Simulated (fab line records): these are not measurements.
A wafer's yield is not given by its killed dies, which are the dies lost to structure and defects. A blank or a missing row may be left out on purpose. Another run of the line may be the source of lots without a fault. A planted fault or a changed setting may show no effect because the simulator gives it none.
fab line records    flow gf180mcu    part 1 of 2: steps 1 to 30 of 39
record: lots: 5  wafers: 15  last-day: 34
route steps=602 shown MIM@505 M5@526 V5@540
lots untouched by any fault: they come from a run of this same line in which no faults occurred
start-h: hours from the record's opening day to when the first of the lot's shown wafers began    wait-h: time in hours since the lot's previous step    " same as the row above    L1.1+2: a row that stands for several wafers    - value missing, or start not given    * or withheld: withheld    < > ~ a bound
route shown NAME@n: NAME is a module with steps in the file, n the number in the route of the first one    usual: mean/standard deviation taken from wafers without a fault    same: alike in all rows    chamber/n: place in a boat    sites: each site's reading    _std_site: the standard deviation of these    _edge_site: mean of outer sites minus mean of inner sites    radius-mm: for every site, how far away it sits from the centre of the wafer    mask NAME#n: copy n    behind: the most recent tool/chamber to have shaped the wafer    hold: the reason the lot was held/the length of the hold in hours/how it ended    device: the n, p or np transistor that did not switch    end of line: at the end of the route, the tests of the same wafers    a step with no rows: only its recipe    killed: count of dies lost to structure and defects at first sort (not the wafer's yield)    map: per-die view of a wafer (x killed, . not killed, _ where there is no die)
set.NAME: the run value of the setting; set.NAME@STEP: its run value at that earlier step    model.NAME: the simulator's own value behind a step, which no gauge read
certain route steps with their lots: each step a table, each wafer a row
services: the hour from which a tool's chamber was out of use, counted from the record's first day as start-h (under 0 if before that day), plus the number of hours and why
== steps ==
step: GF_MIM_SPUTTER_02
recipe: material: AlCu  target-thk-nm: 450  power-w: 10600  time-s: 23.9  chamber-pressure-pa: 0.4
usual: chamber-pressure-pa: 0.4000/0.00075  throttle-valve-pct: 30.1/0.59
same: time-s: 23.9
lot.wafer  tool            chamber  start-h  wait-h  chamber-pressure-pa  throttle-valve-pct
L087.1     pvd-sputter-04  -        664.48   0.0     0.3993               30.4
L087.4     "               -        "        "       0.4007               29.5
L087.5     "               -        "        "       0.4002               29.5
L091.1     pvd-sputter-04  -        691.31   0.0     0.4016               29.7
L091.5     "               -        "        "       0.3996               30.3
L091.6     "               -        "        "       0.3994               29.3
L092.3     pvd-sputter-03  -        699.58   0.0     0.3987               31.0
L092.5     "               -        "        "       0.4004               30.8
L092.6     "               -        "        "       0.3982               30.0
L094.1     pvd-sputter-04  -        712.52   0.0     0.3991               29.4
L094.3     "               -        "        "       0.4007               30.1
L094.5     "               -        "        "       0.4003               30.5
L096.3     pvd-sputter-04  -        723.40   0.0     0.4009               30.5
L096.4     "               -        "        "       0.4006               30.0
L096.6     "               -        "        "       0.4001               30.6
step: GF_MIM_SPUTTER_03
recipe: material: Ti  target-thk-nm: 10  substrate-temp-c: 300  chamber-pressure-pa: 0.3  power-w: 3000  time-s: 6.7
usual: chamber-pressure-pa: 0.2999/0.00061  throttle-valve-pct: 30.1/0.59
same: time-s: 6.7
lot.wafer  tool            chamber  start-h  wait-h  chamber-pressure-pa  throttle-valve-pct
L087.1     pvd-sputter-04  -        664.51   0.0     0.3003               30.0
L087.4     "               -        "        "       0.2997               29.4
L087.5     "               -        "        "       0.3000               29.3
L091.1     pvd-sputter-04  -        691.34   0.0     0.3008               30.0
L091.5     "               -        "        "       0.2993               30.1
L091.6     "               -        "        "       0.2993               29.4
L092.3     pvd-sputter-03  -        699.61   0.0     0.2994               31.2
L092.5     "               -        "        "       0.3003               31.4
L092.6     "               -        "        "       0.3004               30.2
L094.1     pvd-sputter-04  -        712.55   0.0     0.2995               29.5
L094.3     "               -        "        "       0.3006               30.1
L094.5     "               -        "        "       0.2996               30.6
L096.3     pvd-sputter-04  -        723.43   0.0     0.3010               30.2
L096.4     "               -        "        "       0.3006               30.1
L096.6     "               -        "        "       0.3012               30.2
step: GF_MIM_SPUTTER_04
recipe: material: TiN  target-thk-nm: 50  power-w: 6500  time-s: 41.7  chamber-pressure-pa: 0.4
usual: chamber-pressure-pa: 0.3999/0.00084  throttle-valve-pct: 30.1/0.6
same: time-s: 41.7
lot.wafer  tool            chamber  start-h  wait-h  chamber-pressure-pa  throttle-valve-pct
L087.1     pvd-sputter-04  -        664.53   0.0     0.4002               30.3
L087.4     "               -        "        "       0.4004               29.7
L087.5     "               -        "        "       0.3998               29.5
L091.1     pvd-sputter-04  -        691.36   0.0     0.3994               29.9
L091.5     "               -        "        "       0.4010               30.7
L091.6     "               -        "        "       0.4018               29.4
L092.3     pvd-sputter-03  -        699.63   0.0     0.3984               31.3
L092.5     "               -        "        "       0.3993               31.1
L092.6     "               -        "        "       0.3986               30.3
L094.1     pvd-sputter-04  -        712.57   0.0     0.3990               29.5
L094.3     "               -        "        "       0.4000               30.0
L094.5     "               -        "        "       0.4006               30.1
L096.3     pvd-sputter-04  -        723.45   0.0     0.4008               29.9
L096.4     "               -        "        "       0.4005               30.1
L096.6     "               -        "        "       0.4006               30.3
step: GF_MIM_CVD_05
recipe: material: Si3N4  target-thk-nm: 42  temp-max-c: 400  temp-c: 385  time-s: 29.086  rf-w: 450
usual: heater-power-w: 620/73
same: time-s: 29.086
lot.wafer  tool      chamber  start-h  wait-h  heater-power-w
L087.1     pecvd-04  1        664.57   0.0     553
L087.4     "         2        "        "       667
L087.5     "         0        "        "       759
L091.1     pecvd-02  1        691.40   0.0     634
L091.5     "         0        "        "       627
L091.6     "         2        "        "       631
L092.3     pecvd-01  0        699.67   0.0     540
L092.5     "         1        "        "       648
L092.6     "         2        "        "       609
L094.1     pecvd-01  1        712.61   0.0     521
L094.3     "         0        "        "       521
L094.5     "         0        "        "       539
L096.3     pecvd-02  0        723.49   0.0     548
L096.4     "         0        "        "       541
L096.6     "         2        "        "       638
step: GF_MIM_THK_MEAS_06
recipe: reads: Si3N4_of_MIM_CVD_05
usual: MIM_CVD_05_THK: 42.0/0.57
lot.wafer  tool           chamber  start-h  wait-h  MIM_CVD_05_THK[nm]
L087.1     film-metro-03  -        664.60   0.0     42.2
L087.4     "              -        "        "       42.9
L087.5     "              -        "        "       42.9
L091.1     film-metro-03  -        691.43   0.0     41.0
L091.5     "              -        "        "       41.8
L091.6     "              -        "        "       42.1
L092.3     film-metro-03  -        699.72   0.0     41.4
L092.5     "              -        "        "       41.9
L092.6     "              -        "        "       42.6
L094.1     film-metro-04  -        712.64   0.0     42.3
L094.3     "              -        "        "       42.2
L094.5     "              -        "        "       43.1
L096.3     film-metro-02  -        723.54   0.0     41.1
L096.4     "              -        "        "       41.8
L096.6     "              -        "        "       42.2
step: GF_MIM_SPUTTER_07
recipe: material: TiN  target-thk-nm: 60  power-w: 6500  time-s: 50  chamber-pressure-pa: 0.4
usual: chamber-pressure-pa: 0.4000/0.00072  throttle-valve-pct: 30.2/0.59
same: time-s: 50
lot.wafer  tool            chamber  start-h  wait-h  chamber-pressure-pa  throttle-valve-pct
L087.1     pvd-sputter-03  -        664.66   0.1     0.4008               31.1
L087.4     "               -        "        "       0.4000               30.3
L087.5     "               -        "        "       0.3995               31.1
L091.1     pvd-sputter-03  -        691.49   0.1     0.3995               31.1
L091.5     "               -        "        "       0.4012               30.6
L091.6     "               -        "        "       0.4004               31.2
L092.3     pvd-sputter-04  -        699.76   0.0     0.4003               29.7
L092.5     "               -        "        "       0.4003               29.4
L092.6     "               -        "        "       0.3994               30.3
L094.1     pvd-sputter-03  -        712.70   0.1     0.4000               29.8
L094.3     "               -        "        "       0.3988               31.1
L094.5     "               -        "        "       0.3998               31.0
L096.3     pvd-sputter-03  -        723.58   0.0     0.4001               31.1
L096.4     "               -        "        "       0.3998               30.3
L096.6     "               -        "        "       0.3993               30.4
step: GF_MIM_SPUTTER_08
recipe: material: AlCu  target-thk-nm: 200  power-w: 10600  time-s: 10.6  chamber-pressure-pa: 0.4
usual: chamber-pressure-pa: 0.4001/0.00082  throttle-valve-pct: 30.2/0.6
same: time-s: 10.6
lot.wafer  tool            chamber  start-h  wait-h  chamber-pressure-pa  throttle-valve-pct
L087.1     pvd-sputter-03  -        664.71   0.0     0.4001               31.1
L087.4     "               -        "        "       0.4004               30.4
L087.5     "               -        "        "       0.3991               31.0
L091.1     pvd-sputter-03  -        691.53   0.0     0.4004               31.0
L091.5     "               -        "        "       0.3998               30.5
L091.6     "               -        "        "       0.3985               31.1
L092.3     pvd-sputter-04  -        699.81   0.0     0.3995               29.4
L092.5     "               -        "        "       0.3997               29.7
L092.6     "               -        "        "       0.4005               30.3
L094.1     pvd-sputter-03  -        712.74   0.0     0.3989               30.3
L094.3     "               -        "        "       0.3993               31.1
L094.5     "               -        "        "       0.3999               31.0
L096.3     pvd-sputter-03  -        723.62   0.0     0.3999               31.3
L096.4     "               -        "        "       0.4007               30.3
L096.6     "               -        "        "       0.4010               30.2
step: GF_MIM_SPUTTER_09
recipe: material: TiN  target-thk-nm: 35  power-w: 6500  time-s: 29.2  chamber-pressure-pa: 0.4
usual: chamber-pressure-pa: 0.4001/0.00071  throttle-valve-pct: 30.2/0.63
same: time-s: 29.2
lot.wafer  tool            chamber  start-h  wait-h  chamber-pressure-pa  throttle-valve-pct
L087.1     pvd-sputter-03  -        664.73   0.0     0.3989               31.3
L087.4     "               -        "        "       0.4000               30.8
L087.5     "               -        "        "       0.4006               31.0
L091.1     pvd-sputter-03  -        691.56   0.0     0.4014               31.1
L091.5     "               -        "        "       0.4001               30.6
L091.6     "               -        "        "       0.4003               31.2
L092.3     pvd-sputter-04  -        699.83   0.0     0.4010               29.6
L092.5     "               -        "        "       0.4006               29.5
L092.6     "               -        "        "       0.4001               30.1
L094.1     pvd-sputter-03  -        712.77   0.0     0.3997               30.2
L094.3     "               -        "        "       0.3992               31.3
L094.5     "               -        "        "       0.3997               31.2
L096.3     pvd-sputter-03  -        723.65   0.0     0.4000               31.1
L096.4     "               -        "        "       0.4002               30.4
L096.6     "               -        "        "       0.4000               30.2
step: GF_MIM_RS_MEAS_10
recipe: thk-meas-gauge: four-point-probe  reads: TiN_of_MIM_SPUTTER_09+AlCu_of_MIM_SPUTTER_08+TiN_of_MIM_SPUTTER_07
usual: MIM_ALCU_RS: 0.1596/0.0022
lot.wafer  tool           chamber  start-h  wait-h  MIM_ALCU_RS[ohm/sq]
L087.1     film-metro-02  -        664.76   0.0     0.1603
L087.4     "              -        "        "       0.1612
L087.5     "              -        "        "       0.1626
L091.1     film-metro-04  -        691.59   0.0     0.1607
L091.5     "              -        "        "       0.1598
L091.6     "              -        "        "       0.1617
L092.3     film-metro-04  -        699.90   0.1     0.1566
L092.5     "              -        "        "       0.1583
L092.6     "              -        "        "       0.1587
L094.1     film-metro-02  -        712.80   0.0     0.1587
L094.3     "              -        "        "       0.1606
L094.5     "              -        "        "       0.1608
L096.3     film-metro-03  -        723.72   0.1     0.1612
L096.4     "              -        "        "       0.1614
L096.6     "              -        "        "       0.1595
step: GF_MIM_THK_MEAS_11
recipe: thk-meas-gauge: xrf  reads: AlCu_of_MIM_SPUTTER_08
usual: MIM_ALCU_THK: 197.3/2.7
lot.wafer  tool           chamber  start-h  wait-h  MIM_ALCU_THK[nm]
L087.1     film-metro-02  -        664.88   0.1     196.5
L087.4     "              -        "        "       195.1
L087.5     "              -        "        "       193.5
L091.1     film-metro-04  -        691.71   0.1     194.4
L091.5     "              -        "        "       196.8
L091.6     "              -        "        "       194.5
L092.3     film-metro-04  -        700.00   0.1     200.2
L092.5     "              -        "        "       198.9
L092.6     "              -        "        "       198.7
L094.1     film-metro-02  -        712.92   0.1     198.7
L094.3     "              -        "        "       196.7
L094.5     "              -        "        "       196.4
L096.3     film-metro-03  -        723.82   0.1     195.3
L096.4     "              -        "        "       196.0
L096.6     "              -        "        "       198.2
step: GF_MIM_DEHYDRATE_12
recipe: temp-c: 200  time-s: 60
same: time-s: 60
lot.wafer   tool            chamber  start-h  wait-h
L087.1+4+5  litho-track-04  0        673.15   8.3
L091.1+5+6  litho-track-02  0        700.45   8.7
L092.3+5+6  litho-track-04  0        708.95   8.9
L094.1+3+5  litho-track-04  0        721.45   8.5
L096.3+4+6  litho-track-04  0        731.70   7.9
step: GF_MIM_HMDS_13
recipe: prime-time-s: 60  prime-temp-c: 120
lot.wafer   tool            chamber  start-h  wait-h
L087.1+4+5  litho-track-04  0        673.30   0.1
L091.1+5+6  litho-track-02  0        700.60   0.1
L092.3+5+6  litho-track-04  0        709.10   0.1
L094.1+3+5  litho-track-04  0        721.60   0.1
L096.3+4+6  litho-track-04  0        731.85   0.1
step: GF_MIM_COAT_14
recipe: resist: NOVOLAK  spin-rpm: 3000  resist-thk-nm: 1000
lot.wafer   tool            chamber  start-h  wait-h
L087.1+4+5  litho-track-04  0        673.45   0.1
L091.1+5+6  litho-track-02  0        700.75   0.1
L092.3+5+6  litho-track-04  0        709.25   0.1
L094.1+3+5  litho-track-04  0        721.75   0.1
L096.3+4+6  litho-track-04  0        732.00   0.1
step: GF_MIM_SOFTBAKE_15
recipe: temp-c: 90  time-s: 60  resist: NOVOLAK
same: time-s: 60
lot.wafer   tool            chamber  start-h  wait-h
L087.1+4+5  litho-track-04  0        673.60   0.1
L091.1+5+6  litho-track-02  0        700.90   0.1
L092.3+5+6  litho-track-04  0        709.40   0.1
L094.1+3+5  litho-track-04  0        721.90   0.1
L096.3+4+6  litho-track-04  0        732.15   0.1
step: GF_MIM_EXPOSE_16
recipe: mask-id: FuseTop  target-cd-nm: 2000  na: 0.6  source-shape: conventional  sigma-outer: 0.6  dose-mj: 140
lot.wafer   tool              chamber  start-h  wait-h  mask
L087.1+4+5  iline-stepper-02  0        -        -       FuseTop#0
L091.1+5+6  iline-stepper-01  0        -        -       FuseTop#0
L092.3+5+6  iline-stepper-02  0        -        -       FuseTop#0
L094.1+3+5  iline-stepper-02  0        -        -       FuseTop#0
L096.3+4+6  iline-stepper-01  0        -        -       FuseTop#0
step: GF_MIM_PEB_17
recipe: temp-c: withheld  time-s: *  resist: NOVOLAK
same: time-s: *
lot.wafer   tool            chamber  start-h  wait-h
L087.1+4+5  litho-track-04  0        -        -
L091.1+5+6  litho-track-03  0        -        -
L092.3+5+6  litho-track-02  0        -        -
L094.1+3+5  litho-track-03  0        -        -
L096.3+4+6  litho-track-03  0        -        -
step: GF_MIM_DEVELOP_18
recipe: develop-time-s: 60  dev-temp-c: 23
lot.wafer   tool            chamber  start-h  wait-h
L087.1+4+5  litho-track-04  0        682.50   0.1
L091.1+5+6  litho-track-03  0        709.84   0.1
L092.3+5+6  litho-track-02  0        718.10   0.1
L094.1+3+5  litho-track-03  0        730.39   0.1
L096.3+4+6  litho-track-03  0        740.74   0.1
step: GF_MIM_METAL_ETCH_19
recipe: chemistry: Cl2/BCl3  mask-material: NOVOLAK  stop-on: Si3N4  target-depth-nm: 324.5  pressure-mtorr: 8  icp-w: 800  bias-w: 140  Cl2_flow_sccm: 80  bcl3-flow-sccm: 40  time-s: 54.1
usual: drypump-motor-current-A: 5.7/0.31  oes-product-au: 0.942/0.0066  throttle-valve-pct: 28.283/0.01
same: time-s: 54.1
lot.wafer  tool          chamber  start-h  wait-h  drypump-motor-current-A  oes-product-au  rf-hours-counter-h  throttle-valve-pct
L087.1     rie-metal-03  1        682.65   0.1     5.2                      0.932           14                  28.280
L087.4     "             0        "        "       5.8                      0.938           -                   28.301
L087.5     "             1        "        "       5.2                      0.936           -                   28.285
L091.1     rie-metal-03  1        709.99   0.1     5.2                      0.937           15                  28.282
L091.5     "             1        "        "       5.2                      0.943           -                   28.289
L091.6     "             0        "        "       5.8                      0.933           -                   28.311
L092.3     rie-metal-01  1        718.23   0.1     6.2                      0.947           -                   28.258
L092.5     "             1        "        "       6.2                      0.948           -                   28.289
L092.6     "             0        "        "       5.7                      0.947           -                   28.277
L094.1     rie-metal-02  0        730.54   0.1     5.5                      0.952           1                   28.280
L094.3     "             0        "        "       5.6                      0.935           -                   28.259
L094.5     "             0        "        "       5.6                      0.944           -                   28.295
L096.3     rie-metal-02  0        740.86   0.1     5.5                      0.937           -                   28.278
L096.4     "             1        "        "       5.8                      0.942           -                   28.281
L096.6     "             1        "        "       5.8                      0.946           -                   28.294
step: GF_MIM_STRIP_20
recipe: chemistry: O2/N2  power-w: 1400  pressure-mtorr: 1500  platen-temp-c: 250  o2-flow-sccm: 3000  n2-flow-sccm: 300  overash-fraction: 0.5
usual: drypump-motor-current-A: 5.7/0.58  heater-power-w: 334/40  oes-product-au: 0.694/0.0047  strip-time-to-endpoint-s: 11.26/0.052
lot.wafer  tool             chamber  start-h  wait-h  drypump-motor-current-A  heater-power-w  oes-product-au  rf-hours-counter-h  strip-time-to-endpoint-s
L087.1     plasma-asher-01  0        682.72   0.0     4.9                      316             0.689           86                  11.09
L087.4     "                0        "        "       4.9                      317             0.700           -                   11.21
L087.5     "                1        "        "       6.2                      325             0.693           -                   11.14
L091.1     plasma-asher-04  0        710.06   0.0     6.6                      396             0.684           111                 11.18
L091.5     "                0        "        "       6.6                      380             0.685           -                   11.14
L091.6     "                1        "        "       5.5                      291             0.694           -                   11.24
L092.3     plasma-asher-01  1        718.31   0.1     6.2                      327             0.697           -                   11.21
L092.5     "                0        "        "       4.9                      309             0.691           -                   11.21
L092.6     "                1        "        "       6.2                      324             0.689           -                   11.30
L094.1     plasma-asher-02  0        730.61   0.0     5.3                      408             0.683           69                  11.17
L094.3     "                0        "        "       5.3                      397             0.691           -                   11.21
L094.5     "                0        "        "       5.3                      409             0.695           -                   11.19
L096.3     plasma-asher-01  0        740.94   0.1     4.9                      310             0.692           -                   11.22
L096.4     "                1        "        "       6.2                      324             0.702           -                   11.27
L096.6     "                1        "        "       6.2                      340             0.695           -                   11.24
step: GF_MIM_STRIP_21
recipe: chemistry: post-etch-residue-remover  time-s: 1200  temp-c: 72.5
usual: bath-heat-duty-pct: 14.4/1.8
same: time-s: 1200
lot.wafer  tool          chamber  start-h  wait-h  bath-heat-duty-pct
L087.1     wet-bench-02  3        682.82   0.1     12.9
L087.4     "             3        "        "       12.8
L087.5     "             3        "        "       13.1
L091.1     wet-bench-01  3        710.16   0.1     12.3
L091.5     "             3        "        "       13.5
L091.6     "             3        "        "       12.2
L092.3     wet-bench-01  2        718.37   0.0     16.6
L092.5     "             2        "        "       16.0
L092.6     "             2        "        "       15.9
L094.1     wet-bench-02  0        730.71   0.1     13.2
L094.3     "             0        "        "       13.6
L094.5     "             0        "        "       13.2
L096.3     wet-bench-02  3        741.01   0.0     13.8
L096.4     "             3        "        "       12.2
L096.6     "             3        "        "       13.4
step: GF_MIM_CLEAN_22
recipe: chemistry: DIW  dry: n2-spin
lot.wafer   tool          chamber  start-h  wait-h
L087.1+4+5  wet-bench-01  2        683.16   0.0
L091.1+5+6  wet-bench-02  1        710.50   0.0
L092.3+5+6  wet-bench-02  1        718.71   0.0
L094.1+3+5  wet-bench-01  1        731.08   0.0
L096.3+4+6  wet-bench-01  2        741.38   0.0
step: GF_M5_DEHYDRATE_00
recipe: temp-c: 200  time-s: 60
same: time-s: 60
lot.wafer   tool            chamber  start-h  wait-h
L087.1+4+5  litho-track-04  0        691.95   8.7
L091.1+5+6  litho-track-01  0        718.87   8.3
L092.3+5+6  litho-track-02  0        727.10   8.3
L094.1+3+5  litho-track-02  0        739.20   8.0
L096.3+4+6  litho-track-04  0        749.10   7.6
step: GF_M5_HMDS_01
recipe: prime-time-s: 60  prime-temp-c: 120
lot.wafer   tool            chamber  start-h  wait-h
L087.1+4+5  litho-track-04  0        692.10   0.1
L091.1+5+6  litho-track-01  0        719.02   0.1
L092.3+5+6  litho-track-02  0        727.25   0.1
L094.1+3+5  litho-track-02  0        739.35   0.1
L096.3+4+6  litho-track-04  0        749.25   0.1
step: GF_M5_COAT_02
recipe: resist: KrF  spin-rpm: withheld  resist-thk-nm: 1000
lot.wafer   tool            chamber  start-h  wait-h
L087.1+4+5  litho-track-04  0        692.25   0.1
L091.1+5+6  litho-track-01  0        719.17   0.1
L092.3+5+6  litho-track-02  0        727.40   0.1
L094.1+3+5  litho-track-02  0        739.50   0.1
L096.3+4+6  litho-track-04  0        749.40   0.1
step: GF_M5_SOFTBAKE_03
recipe: temp-c: 130  time-s: 60  resist: KrF
same: time-s: 60
lot.wafer   tool            chamber  start-h  wait-h
L087.1+4+5  litho-track-04  0        692.40   0.1
L091.1+5+6  litho-track-01  0        719.32   0.1
L092.3+5+6  litho-track-02  0        727.55   0.1
L094.1+3+5  litho-track-02  0        739.65   0.1
L096.3+4+6  litho-track-04  0        749.55   0.1
step: GF_M5_EXPOSE_04
recipe: mask-id: Metal5  target-cd-nm: 280  na: 0.68  source-shape: conventional  sigma-outer: 0.6  dose-mj: 28
lot.wafer   tool            chamber  start-h  wait-h  mask
L087.1+4+5  krf-scanner-01  0        -        -       Metal5#0
L091.1+5+6  krf-scanner-02  0        -        -       Metal5#0
L092.3+5+6  krf-scanner-01  0        -        -       Metal5#0
L094.1+3+5  krf-scanner-01  0        -        -       Metal5#0
L096.3+4+6  krf-scanner-01  0        -        -       Metal5#0
step: GF_M5_PEB_05
recipe: peb-temp-c: 135  peb-time-s: 90  resist: KrF
same: peb-time-s: 90
lot.wafer   tool            chamber  start-h  wait-h
L087.1+4+5  litho-track-04  0        -        -
L091.1+5+6  litho-track-01  0        -        -
L092.3+5+6  litho-track-04  0        -        -
L094.1+3+5  litho-track-02  0        -        -
L096.3+4+6  litho-track-04  0        -        -
step: GF_M5_DEVELOP_06
recipe: develop-time-s: 60  dev-temp-c: 21
lot.wafer   tool            chamber  start-h  wait-h
L087.1+4+5  litho-track-04  0        702.25   0.2
L091.1+5+6  litho-track-01  0        728.37   0.2
L092.3+5+6  litho-track-04  0        736.20   0.1
L094.1+3+5  litho-track-02  0        748.05   0.2
L096.3+4+6  litho-track-04  0        757.45   0.1
step: GF_M5_CD_MEAS_07
recipe: target-cd-nm: 280
usual: cd-nm: 280.3/1.3
lot.wafer  tool       chamber  start-h  wait-h  cd-nm
L087.1     cd-sem-02  -        702.58   0.3     282.7
L087.4     "          -        "        "       282.8
L087.5     "          -        "        "       282.4
L091.1     cd-sem-02  -        728.52   0.1     282.2
L091.5     "          -        "        "       282.2
L091.6     "          -        "        "       281.6
L092.3     cd-sem-02  -        736.34   0.1     278.9
L092.5     "          -        "        "       278.8
L092.6     "          -        "        "       279.8
L094.1     cd-sem-02  -        748.20   0.1     280.6
L094.3     "          -        "        "       280.7
L094.5     "          -        "        "       281.4
L096.3     cd-sem-01  -        757.59   0.1     281.1
L096.4     "          -        "        "       280.6
L096.6     "          -        "        "       281.0
step: GF_M5_OVL_MEAS_08
usual: M5_OVL: 1/5.8
lot.wafer  tool        chamber  start-h  wait-h  M5_OVL[nm]
L087.1     overlay-02  -        702.70   0.1     -6
L087.4     "           -        "        "       0
L087.5     "           -        "        "       -3
L091.1     overlay-01  -        728.64   0.1     -5
L091.5     "           -        "        "       -6
L091.6     "           -        "        "       -5
L092.3     overlay-01  -        736.43   0.1     0
L092.5     "           -        "        "       1
L092.6     "           -        "        "       1
L094.1     overlay-01  -        748.32   0.1     2
L094.3     "           -        "        "       -1
L094.5     "           -        "        "       4
L096.3     overlay-01  -        757.68   0.1     7
L096.4     "           -        "        "       6
L096.6     "           -        "        "       9
